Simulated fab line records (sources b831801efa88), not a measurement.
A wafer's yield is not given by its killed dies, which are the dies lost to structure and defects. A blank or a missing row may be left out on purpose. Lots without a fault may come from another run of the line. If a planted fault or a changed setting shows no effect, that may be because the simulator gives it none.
Chamber matching ; flow gf180mcu ; GF_STI_ETCH_13 on rie-diel-02 has 4 sister chambers
The step etches the open film in CHF3/O2, stops on Si, target depth 282.31 nm, time 112.9 s. 8 wafers are shown with their chamber, then 9 later ones without.

WAFERS, EACH WITH ITS CHAMBER
wafer;chamber;drypump-motor-current-A (A);bias-w (W)
L078.4;0;5.68;200.2
L080.1;0;5.67;200.1
L080.3;1;6.13;200.3
L086.2;1;6.15;200.5
L086.3;3;5.79;199.6
L087.4;2;6.39;199.7
L087.5;3;5.75;200.3
L087.6;2;6.41;200.0

WAFERS WITH NO CHAMBER GIVEN
wafer;drypump-motor-current-A (A);bias-w (W)
L089.3;5.66;199.6
L089.4;5.67;199.7
L089.5;5.75;199.7
L092.2;5.77;198.9
L092.5;5.81;199.4
L092.6;5.65;200.0
L093.1;5.78;200.1
L093.3;6.39;199.5
L093.6;6.42;200.1

THE CHAMBER EACH PASSED THROUGH
wafer;from the rows above;in truth
L089.3;0;0
L089.4;0;0
L089.5;3;3
L092.2;3;3
L092.5;3;3
L092.6;0;0
L093.1;3;3
L093.3;2;2
L093.6;2;2
Correctly placed: 9 of 9. Number that these rows cannot place: 0. 0 placed wrongly.
How it was worked out, from the rows above alone: a wafer's distance from a chamber is the root of the sum, over the readings, of the square of ((its reading less the chamber's mean) divided by the reading's scatter). If the next closest chamber is less than 2 further off than the closest, the wafer can't be placed; otherwise it belongs to the closest. The mean given for a chamber averages the wafers shown for that chamber. The scatter: the root of (the sum of the squares of (reading less its chamber's mean) over the shown wafers, divided by (wafers less chambers)).
